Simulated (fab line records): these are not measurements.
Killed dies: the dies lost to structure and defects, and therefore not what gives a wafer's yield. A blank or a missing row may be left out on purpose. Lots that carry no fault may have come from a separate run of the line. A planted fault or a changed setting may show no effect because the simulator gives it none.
fab line records ; flow sky130
[record] lots = 7; wafers = 21; last_day = 50
route steps=708 shown SD_N@343 PAD_OPEN@708
lots that met no fault: from a run of the same line without faults
start_h: hours from the record's first day to the start of the lot's first wafer shown ; wait_h: hours elapsed since this lot's preceding step ; " the same as in the row above ; L1.1+2: a single row standing in for several wafers ; - no value present, or no start provided ; * or withheld: withheld ; < > ~ a bound
route shown NAME@n: a module of which the file shows steps, and the number in the route of the first ; usual: mean/standard deviation taken from wafers without a fault ; same: alike in all rows ; chamber/n: place in a boat ; sites: the reading at each site ; _std_site: how widely they spread, as a standard deviation ; _edge_site: inner sites' mean taken away from outer sites' mean ; radius_mm: how far each site lies from the wafer's centre ; mask NAME#n: copy n ; behind: tool/chamber where the wafer was last shaped ; hold: cause of the lot's hold/its duration in hours/its outcome ; device: the n, p or np transistor that did not switch ; end of line: at the end of the route, the tests of the same wafers ; step lacking rows: just its recipe ; killed: count of dies lost to structure and defects at first sort (not the wafer's yield) ; map: shows each die of a wafer: x if killed, . if not, _ if none is there
set.NAME: setting as actually run; set.NAME@STEP: the setting as run at that earlier step ; model.NAME: the simulator's own value behind a step, which no gauge read
a table for each step, a row for each wafer; lots at some steps of the route
services: when a tool's chamber went out of use (start_h, in hours from the record's first day, below 0 if earlier), for how many hours, and the reason
[[steps]]
[step SKY_SD_N_HMDS_01]
[recipe] prime_time_s = 60; prime_temp_c = 120
[step SKY_SD_N_COAT_02]
[recipe] resist = NOVOLAK; spin_rpm = 3000; resist_thk_nm = 1140
[step SKY_SD_N_SOFTBAKE_03]
[recipe] temp_c = 90; time_s = 60; resist = NOVOLAK
[step SKY_SD_N_EXPOSE_04]
[recipe] mask_id = NSDM; na = 0.6; source_shape = conventional; sigma_outer = 0.6; polarization = unpolarized; target_cd_nm = 380; dose_mj = 141
[step SKY_SD_N_PEB_05]
[recipe] temp_c = withheld; time_s = *; resist = NOVOLAK
[step SKY_SD_N_DEVELOP_06]
[recipe] resist = NOVOLAK; developer = TMAH; develop_time_s = 60; dev_temp_c = 23
[step SKY_SD_N_CD_MEAS_07]
[recipe] target_cd_nm = 380
[usual] cd_nm = 380.2/2.5
lot.wafer;tool;chamber;start_h;wait_h;cd_nm
L749.2;cd_sem-01;-;665.33;0.1;380.4
L749.3;cd_sem-01;-;665.33;0.1;381.6
L749.6;cd_sem-01;-;665.33;0.1;380.4
L754.1;cd_sem-02;-;720.83;0.2;378.8
L754.2;cd_sem-02;-;720.83;0.2;377.6
L754.6;cd_sem-02;-;720.83;0.2;380.6
L766.2;cd_sem-01;-;800.55;0.1;379.7
L766.4;cd_sem-01;-;800.55;0.1;381.1
L766.5;cd_sem-01;-;800.55;0.1;378.6
L767.1;cd_sem-02;-;800.83;0.1;383.2
L767.4;cd_sem-02;-;800.83;0.1;380.9
L767.5;cd_sem-02;-;800.83;0.1;382.8
L768.1;cd_sem-01;-;807.11;0.1;378.1
L768.2;cd_sem-01;-;807.11;0.1;379.6
L768.3;cd_sem-01;-;807.11;0.1;380.3
L769.1;cd_sem-02;-;812.99;0.1;383.8
L769.2;cd_sem-02;-;812.99;0.1;382.4
L769.5;cd_sem-02;-;812.99;0.1;380.1
L770.1;cd_sem-02;-;825.34;0.1;382.4
L770.4;cd_sem-02;-;825.34;0.1;380.9
L770.6;cd_sem-02;-;825.34;0.1;382.6
[step SKY_SD_N_OVL_MEAS_08]
[usual] SD_N_OVL = -1.7/1.4
lot.wafer;tool;chamber;start_h;wait_h;SD_N_OVL[nm]
L749.2;overlay-01;-;665.44;0.1;-2.0
L749.3;overlay-01;-;665.44;0.1;-2.6
L749.6;overlay-01;-;665.44;0.1;-1.2
L754.1;overlay-01;-;720.95;0.1;-2.7
L754.2;overlay-01;-;720.95;0.1;2.1
L754.6;overlay-01;-;720.95;0.1;-3.1
L766.2;overlay-02;-;800.65;0.1;-2.4
L766.4;overlay-02;-;800.65;0.1;-2.0
L766.5;overlay-02;-;800.65;0.1;-3.7
L767.1;overlay-01;-;800.95;0.1;-0.6
L767.4;overlay-01;-;800.95;0.1;0.6
L767.5;overlay-01;-;800.95;0.1;-1.6
L768.1;overlay-01;-;807.23;0.1;-0.9
L768.2;overlay-01;-;807.23;0.1;-1.9
L768.3;overlay-01;-;807.23;0.1;-2.3
L769.1;overlay-02;-;813.11;0.1;-0.6
L769.2;overlay-02;-;813.11;0.1;-1.3
L769.5;overlay-02;-;813.11;0.1;-1.1
L770.1;overlay-01;-;825.46;0.1;0.2
L770.4;overlay-01;-;825.46;0.1;-1.0
L770.6;overlay-01;-;825.46;0.1;-1.1
[step SKY_SD_N_IMPLANT_09]
[recipe] species = As; energy_kev = 50; dose_cm2 = 4e+15; tilt_deg = 0
[step SKY_SD_N_IMPLANT_10]
[recipe] species = P; energy_kev = 20; dose_cm2 = 1e+14; tilt_deg = 0
[step SKY_SD_N_STRIP_11]
[recipe] chemistry = O2/N2; power_w = 1400; pressure_mtorr = 1500; platen_temp_c = withheld; o2_flow_sccm = 3000; n2_flow_sccm = 300; overash_fraction = 0.5
[usual] drypump_motor_current_A = 5.9/0.66; oes_product_au = 0.528/0.0045; strip_time_to_endpoint_s = 22.55/0.043
lot.wafer;tool;chamber;start_h;wait_h;drypump_motor_current_A;oes_product_au;rf_hours_counter_h;strip_time_to_endpoint_s
L749.2;plasma_asher-02;1;665.77;0.1;4.7;0.524;101;22.57
L749.3;plasma_asher-02;0;665.77;0.1;6.1;0.522;-;22.53
L749.6;plasma_asher-02;1;665.77;0.1;4.8;0.522;-;22.58
L754.1;plasma_asher-04;1;721.29;0.1;6.2;0.522;81;22.47
L754.2;plasma_asher-04;0;721.29;0.1;6.4;0.532;81;22.57
L754.6;plasma_asher-04;0;721.29;0.1;6.4;0.522;-;22.56
L766.2;plasma_asher-01;0;800.98;0.1;6.5;0.530;70;22.52
L766.4;plasma_asher-01;0;800.98;0.1;6.5;0.534;-;22.48
L766.5;plasma_asher-01;0;800.98;0.1;6.5;0.530;-;22.54
L767.1;plasma_asher-01;0;801.28;0.1;6.5;0.528;70;22.53
L767.4;plasma_asher-01;1;801.28;0.1;5.1;0.530;-;22.56
L767.5;plasma_asher-01;1;801.28;0.1;5.0;0.530;-;22.56
L768.1;plasma_asher-01;0;807.57;0.1;6.6;0.536;71;22.54
L768.2;plasma_asher-01;1;807.57;0.1;5.1;0.531;71;22.53
L768.3;plasma_asher-01;0;807.57;0.1;6.6;0.529;-;22.58
L769.1;plasma_asher-01;0;813.45;0.1;6.5;0.524;71;22.55
L769.2;plasma_asher-01;1;813.45;0.1;5.1;0.522;71;22.53
L769.5;plasma_asher-01;1;813.45;0.1;5.0;0.530;-;22.53
L770.1;plasma_asher-04;1;825.80;0.1;6.2;0.525;91;22.48
L770.4;plasma_asher-04;0;825.80;0.1;6.4;0.527;-;22.48
L770.6;plasma_asher-04;1;825.80;0.1;6.2;0.536;-;22.56
[step SKY_SD_N_TW_MEAS_12]
[usual] SD_N_TW = 3972/30
lot.wafer;tool;chamber;start_h;wait_h;SD_N_TW
L749.2;film_metro-04;-;665.88;0.1;3978
L749.3;film_metro-04;-;665.88;0.1;3962
L749.6;film_metro-04;-;665.88;0.1;3960
L754.1;film_metro-04;-;721.39;0.1;4018
L754.2;film_metro-04;-;721.39;0.1;4006
L754.6;film_metro-04;-;721.39;0.1;4023
L766.2;film_metro-02;-;801.09;0.1;3956
L766.4;film_metro-02;-;801.09;0.1;3957
L766.5;film_metro-02;-;801.09;0.1;3967
L767.1;film_metro-04;-;801.38;0.1;3992
L767.4;film_metro-04;-;801.38;0.1;3999
L767.5;film_metro-04;-;801.38;0.1;4002
L768.1;film_metro-04;-;807.67;0.1;3977
L768.2;film_metro-04;-;807.67;0.1;3995
L768.3;film_metro-04;-;807.67;0.1;3976
L769.1;film_metro-04;-;813.55;0.1;4019
L769.2;film_metro-04;-;813.55;0.1;3993
L769.5;film_metro-04;-;813.55;0.1;4009
L770.1;film_metro-02;-;825.90;0.1;3974
L770.4;film_metro-02;-;825.90;0.1;3970
L770.6;film_metro-02;-;825.90;0.1;3962
[step SKY_SD_N_CLEAN_13]
[recipe] chemistry = SC1/SC2; mix = 1:4:20; temp_c = 70; time_s = 150; dry = n2_spin
[usual] run_length_s = 178/3.8
lot.wafer;tool;chamber;start_h;wait_h;run_length_s
L749.2;wet_bench-01;0;665.93;0.0;183
L749.3;wet_bench-01;0;665.93;0.0;183
L749.6;wet_bench-01;0;665.93;0.0;183
L754.1;wet_bench-01;0;721.45;0.1;185
L754.2;wet_bench-01;0;721.45;0.1;185
L754.6;wet_bench-01;0;721.45;0.1;185
L766.2;wet_bench-01;0;801.14;0.0;77
L766.4;wet_bench-01;0;801.14;0.0;77
L766.5;wet_bench-01;0;801.14;0.0;77
L767.1;wet_bench-01;2;801.44;0.1;75
L767.4;wet_bench-01;2;801.44;0.1;75
L767.5;wet_bench-01;2;801.44;0.1;75
L768.1;wet_bench-01;3;807.77;0.1;83
L768.2;wet_bench-01;3;807.77;0.1;83
L768.3;wet_bench-01;3;807.77;0.1;83
L769.1;wet_bench-02;1;813.61;0.1;183
L769.2;wet_bench-02;1;813.61;0.1;183
L769.5;wet_bench-02;1;813.61;0.1;183
L770.1;wet_bench-02;2;825.96;0.1;176
L770.4;wet_bench-02;2;825.96;0.1;176
L770.6;wet_bench-02;2;825.96;0.1;176
[step SKY_SD_N_RTA_14]
[recipe] temp_c = 1075; time_s = 2; idle_temp_c = 650; ramp_up_c_per_s = 150; ramp_down_c_per_s = 90; ambient = N2
[usual] lamp_power_pct = 15.74/0.051; wafer_temp_C_max = 1078.1/1.2
lot.wafer;tool;chamber;start_h;wait_h;lamp_power_pct;wafer_temp_C_max
L749.2;rtp_anneal-01;0;665.99;0.0;15.71;1077.3
L749.3;rtp_anneal-01;0;665.99;0.0;15.72;1077.8
L749.6;rtp_anneal-01;0;665.99;0.0;15.71;1079.8
L754.1;rtp_anneal-02;0;721.50;0.0;15.69;1079.2
L754.2;rtp_anneal-02;0;721.50;0.0;15.72;1079.1
L754.6;rtp_anneal-02;0;721.50;0.0;15.78;1079.4
L766.2;rtp_anneal-02;0;801.20;0.0;15.67;1078.9
L766.4;rtp_anneal-02;0;801.20;0.0;15.84;1079.2
L766.5;rtp_anneal-02;0;801.20;0.0;15.69;1078.1
L767.1;rtp_anneal-01;0;801.49;0.0;15.73;1078.6
L767.4;rtp_anneal-01;0;801.49;0.0;15.75;1077.5
L767.5;rtp_anneal-01;0;801.49;0.0;15.78;1076.9
L768.1;rtp_anneal-02;0;807.82;0.0;15.78;1077.6
L768.2;rtp_anneal-02;0;807.82;0.0;15.76;1077.4
L768.3;rtp_anneal-02;0;807.82;0.0;15.69;1078.5
L769.1;rtp_anneal-01;0;813.66;0.0;15.72;1077.9
L769.2;rtp_anneal-01;0;813.66;0.0;15.66;1076.5
L769.5;rtp_anneal-01;0;813.66;0.0;15.78;1075.8
L770.1;rtp_anneal-02;0;826.01;0.0;15.76;1079.0
L770.4;rtp_anneal-02;0;826.01;0.0;15.83;1078.0
L770.6;rtp_anneal-02;0;826.01;0.0;15.72;1078.3
[step SKY_PAD_OPEN_PROBE_99]
[usual] killed_at_M0_to_M3 = 43/6.6; killed_at_M4_up = 3.0/1.7; killed_at_contacts = 24/5.4; killed_at_front_end = 16/4.6; killed_at_other = 0.3/0.53; killed_dies = 87/9.7; killed_open = 47/7.3; killed_short = 39/6.5
[same] gross_dies = 492; killed_at_back_side = 0
lot.wafer;tool;chamber;start_h;wait_h;killed_at_M0_to_M3;killed_at_M4_up;killed_at_contacts;killed_at_front_end;killed_at_other;killed_dies;killed_open;killed_short;model.etest.diode_nwell_sub.leak_log10_a_cm2;model.etest.diode_dnwell_sub.leak_log10_a_cm2;model.etest.diode_pwell_dnwell.leak_log10_a_cm2;model.etest.nfet_16v.off_log10_a_um
L749.2;prober-01;-;1089.48;0.1;41;2;30;22;0;95;59;35;-7.044;-7.431;-7.733;-13.9
L749.3;prober-01;-;1089.53;0.2;45;3;28;13;1;90;53;37;-7.125;-7.351;-7.667;-13.87
L749.6;prober-01;-;1089.68;0.2;36;1;23;15;1;76;38;37;-7.047;-7.115;-7.506;-13.92
L754.1;prober-01;-;1128.89;0.1;40;1;20;20;0;81;46;35;-7.062;-7.009;-7.37;-13.8
L754.2;prober-01;-;1128.94;0.1;43;1;22;18;1;85;45;40;-7.581;-7.18;-7.576;-13.88
L754.6;prober-01;-;1129.14;0.2;32;2;32;9;0;75;42;33;-7.349;-7.394;-7.71;-13.92
L766.2;prober-01;-;1182.73;0.1;35;3;33;20;0;91;53;38;-6.856;-7.166;-7.099;-13.68
L766.4;prober-01;-;1182.83;0.2;43;3;26;22;0;94;63;31;-6.732;-6.671;-7.006;-13.59
L766.5;prober-01;-;1182.88;0.2;43;4;31;15;0;93;49;44;-6.962;-7.151;-7.183;-13.71
L767.1;prober-02;-;1183.56;0.1;44;3;19;15;0;81;46;35;-6.76;-7.065;-6.781;-13.52
L767.4;prober-02;-;1183.71;0.2;52;3;26;20;0;101;58;40;-6.731;-6.841;-6.977;-13.77
L767.5;prober-02;-;1183.76;0.2;43;2;11;24;0;80;50;30;-6.601;-6.982;-6.955;-13.66
L768.1;prober-01;-;1186.31;0.1;40;2;26;16;0;84;47;37;-6.754;-6.599;-7.133;-13.87
L768.2;prober-01;-;1186.36;0.1;49;1;15;18;2;85;37;48;-6.932;-6.867;-7.236;-13.63
L768.3;prober-01;-;1186.41;0.2;47;3;26;12;0;88;55;33;-6.928;-7.023;-7.413;-13.6
L769.1;prober-02;-;1191.13;0.1;35;4;24;17;0;80;43;37;-7.453;-7.494;-7.665;-13.82
L769.2;prober-02;-;1191.18;0.1;39;1;28;12;0;80;44;36;-7.515;-7.485;-7.707;-13.71
L769.5;prober-02;-;1191.33;0.2;44;6;15;16;0;81;50;31;-7.404;-7.242;-7.657;-13.9
L770.1;prober-01;-;1199.96;0.1;45;4;30;15;1;95;46;47;-7.508;-7.526;-7.554;-13.77
L770.4;prober-01;-;1200.11;0.2;47;1;25;14;1;88;52;35;-7.524;-7.352;-7.678;-13.7
L770.6;prober-01;-;1200.21;0.2;45;3;34;17;0;99;62;37;-7.399;-7.251;-7.621;-13.79
// killed by level:class
L749.2 LI_CONTACT:geometric_particle:open=10 CONTACT:geometric_particle:open=10 FIELD_ISO:geometric_particle:open=9 VIA1:geometric_particle:short=8 VIA2:geometric_particle:open=8 VIA1:geometric_particle:open=7 VIA3:geometric_particle:open=6 SPACER:geometric_particle:open=5
L749.3 LI_CONTACT:geometric_particle:open=10 VIA1:geometric_particle:open=10 CONTACT:geometric_particle:open=10 VIA2:geometric_particle:open=6 LOCAL_INTERCONNECT:geometric_particle:short=5 METAL1:geometric_particle:short=5 VIA1:geometric_particle:short=5 POLY_GATE:geometric_particle:short=4
L749.6 CONTACT:geometric_particle:open=9 VIA3:geometric_particle:open=8 FIELD_ISO:geometric_particle:short=6 VIA2:geometric_particle:open=6 LI_CONTACT:geometric_particle:open=5 FIELD_ISO:geometric_particle:open=4 CONTACT:geometric_particle:short=4 VIA1:geometric_particle:short=4
L754.1 LI_CONTACT:geometric_particle:open=10 VIA1:geometric_particle:open=10 FIELD_ISO:geometric_particle:short=8 VIA3:geometric_particle:open=6 VIA2:geometric_particle:open=5 METAL2:geometric_particle:short=5 POLY_CUT:geometric_particle:open=4 VIA1:geometric_particle:short=4
L754.2 METAL1:geometric_particle:short=9 CONTACT:geometric_particle:open=7 LI_CONTACT:geometric_particle:open=6 VIA1:geometric_particle:open=6 VIA3:geometric_particle:open=6 FIELD_ISO:geometric_particle:open=5 POLY_GATE:geometric_particle:open=5 METAL3:geometric_particle:short=5
L754.6 CONTACT:geometric_particle:open=18 VIA1:geometric_particle:open=6 VIA2:geometric_particle:open=6 LI_CONTACT:geometric_particle:open=5 CONTACT:geometric_particle:short=4 POLY_GATE:geometric_particle:short=3 LOCAL_INTERCONNECT:geometric_particle:short=3 METAL1:geometric_particle:short=3
L766.2 VIA1:geometric_particle:open=12 LI_CONTACT:geometric_particle:open=11 FIELD_ISO:geometric_particle:short=8 CONTACT:geometric_particle:short=7 CONTACT:geometric_particle:open=6 VIA3:geometric_particle:open=6 FIELD_ISO:geometric_particle:open=5 POLY_GATE:geometric_particle:open=4
L766.4 CONTACT:geometric_particle:open=12 VIA1:geometric_particle:open=10 LI_CONTACT:geometric_particle:open=9 METAL1:geometric_particle:short=7 FIELD_ISO:geometric_particle:open=6 VIA1:geometric_particle:short=6 VIA2:geometric_particle:open=6 VIA3:geometric_particle:open=5
L766.5 VIA1:geometric_particle:open=16 LI_CONTACT:geometric_particle:open=9 METAL3:geometric_particle:short=7 CONTACT:geometric_particle:open=6 LOCAL_INTERCONNECT:geometric_particle:short=5 LI_CONTACT:geometric_particle:short=5 CONTACT:geometric_particle:short=5 METAL2:geometric_particle:short=5
L767.1 VIA1:geometric_particle:open=8 LI_CONTACT:geometric_particle:open=7 VIA2:geometric_particle:open=7 POLY_GATE:geometric_particle:open=5 METAL2:geometric_particle:open=5 METAL2:geometric_particle:short=5 VIA3:geometric_particle:open=5 VIA2:geometric_particle:short=5
L767.4 CONTACT:geometric_particle:open=14 VIA1:geometric_particle:open=14 METAL2:geometric_particle:short=9 METAL1:geometric_particle:short=8 POLY_GATE:geometric_particle:open=6 VIA3:geometric_particle:open=6 FIELD_ISO:geometric_particle:open=4 LI_CONTACT:geometric_particle:open=4
L767.5 VIA1:geometric_particle:open=16 POLY_GATE:geometric_particle:open=8 VIA3:geometric_particle:open=8 POLY_GATE:geometric_particle:short=7 CONTACT:geometric_particle:open=6 VIA3:geometric_particle:short=4 VIA2:geometric_particle:open=4 FIELD_ISO:geometric_particle:short=3
L768.1 CONTACT:geometric_particle:open=15 VIA1:geometric_particle:open=8 VIA2:geometric_particle:open=7 METAL2:geometric_particle:short=6 FIELD_ISO:geometric_particle:short=5 CONTACT:geometric_particle:short=5 METAL1:geometric_particle:short=5 METAL3:geometric_particle:short=4
L768.2 METAL2:geometric_particle:short=11 METAL1:geometric_particle:short=9 VIA1:geometric_particle:open=8 CONTACT:geometric_particle:open=6 VIA2:geometric_particle:open=6 FIELD_ISO:geometric_particle:short=5 VIA3:geometric_particle:open=4 LOCAL_INTERCONNECT:geometric_particle:short=4
L768.3 VIA1:geometric_particle:open=14 LI_CONTACT:geometric_particle:open=10 VIA2:geometric_particle:open=10 LOCAL_INTERCONNECT:geometric_particle:short=5 METAL1:geometric_particle:short=5 CONTACT:geometric_particle:open=4 METAL2:geometric_particle:short=4 VIA3:geometric_particle:open=4
L769.1 VIA1:geometric_particle:open=10 CONTACT:geometric_particle:open=7 CONTACT:geometric_particle:short=6 VIA3:geometric_particle:open=6 FIELD_ISO:geometric_particle:open=5 POLY_GATE:geometric_particle:short=4 LI_CONTACT:geometric_particle:open=4 LOCAL_INTERCONNECT:geometric_particle:short=4
L769.2 CONTACT:geometric_particle:open=13 LI_CONTACT:geometric_particle:open=9 VIA3:geometric_particle:open=8 VIA1:geometric_particle:short=6 VIA1:geometric_particle:open=6 METAL2:geometric_particle:short=5 POLY_GATE:geometric_particle:short=4 CONTACT:geometric_particle:short=4
L769.5 VIA1:geometric_particle:open=12 VIA2:geometric_particle:open=7 LI_CONTACT:geometric_particle:open=7 FIELD_ISO:geometric_particle:open=5 VIA3:geometric_particle:open=5 CONTACT:geometric_particle:open=5 METAL1:geometric_particle:short=5 POLY_GATE:geometric_particle:open=4
L770.1 CONTACT:geometric_particle:open=13 VIA1:geometric_particle:open=12 METAL2:geometric_particle:short=9 LI_CONTACT:geometric_particle:open=6 METAL1:geometric_particle:short=6 VIA1:geometric_particle:short=5 LI_CONTACT:geometric_particle:short=5 FIELD_ISO:geometric_particle:open=4
L770.4 VIA1:geometric_particle:open=10 CONTACT:geometric_particle:open=9 VIA3:geometric_particle:open=9 METAL2:geometric_particle:short=9 LI_CONTACT:geometric_particle:open=7 VIA1:geometric_particle:short=6 CONTACT:geometric_particle:short=5 METAL1:geometric_particle:short=4
L770.6 CONTACT:geometric_particle:open=16 VIA1:geometric_particle:open=11 VIA3:geometric_particle:open=10 LI_CONTACT:geometric_particle:open=8 FIELD_ISO:geometric_particle:open=6 VIA1:geometric_particle:short=5 METAL2:geometric_particle:short=5 FIELD_ISO:geometric_particle:short=4
[[services]]
tool;chamber;start_h;hours;kind
rtp_anneal-02;-;643.32;4.3;pm
plasma_asher-02;-;733.75;9.0;pm
plasma_asher-02;0;733.75;9.0;vent_cycle
plasma_asher-02;1;733.75;9.0;vent_cycle
rtp_anneal-01;-;740.63;4.7;pm
plasma_asher-02;0;742.75;-;clean
plasma_asher-02;1;742.75;-;clean
plasma_asher-04;-;756.21;0.7;repair
plasma_asher-04;-;774.22;2.0;repair
plasma_asher-04;-;779.55;1.2;repair
wet_bench-01;-;802.07;3.3;repair
wet_bench-02;-;811.16;0.5;repair
[[key]]
[first_sign] step = SKY_SD_N_CLEAN_13; reading = run_length_s; direction = down; sigmas = 27; usual = *; struck = *
effect none on later readings
[model_effect] step = SKY_PAD_OPEN_PROBE_99; value = etest.diode_nwell_sub.leak_log10_a_cm2; without = -7.337; struck = -6.806
met_at SKY_SD_N_CLEAN_13
struck_wafers L766.2,L766.4,L766.5,L767.1,L767.4,L767.5,L768.1,L768.2,L768.3
tester_left_out L766,L767,L768
onset_between 721.45 801.14
[fault] kind = process_parameter_drift; tool = wet_bench-01; chamber = -; onset_h = 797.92; steps = SKY_SD_N_CLEAN_13; channel = time_s; offset = *; shape = step; end_h = 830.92; acts_in = *; stated = *
// tester_left_out: of these lots the tester's yield and bins aren't shown, on N5 and GAA mostly nor the transistor test; their killed dies are dies lost to structure and defects alone, not to doping, threshold or leakage, so they don't give the yield
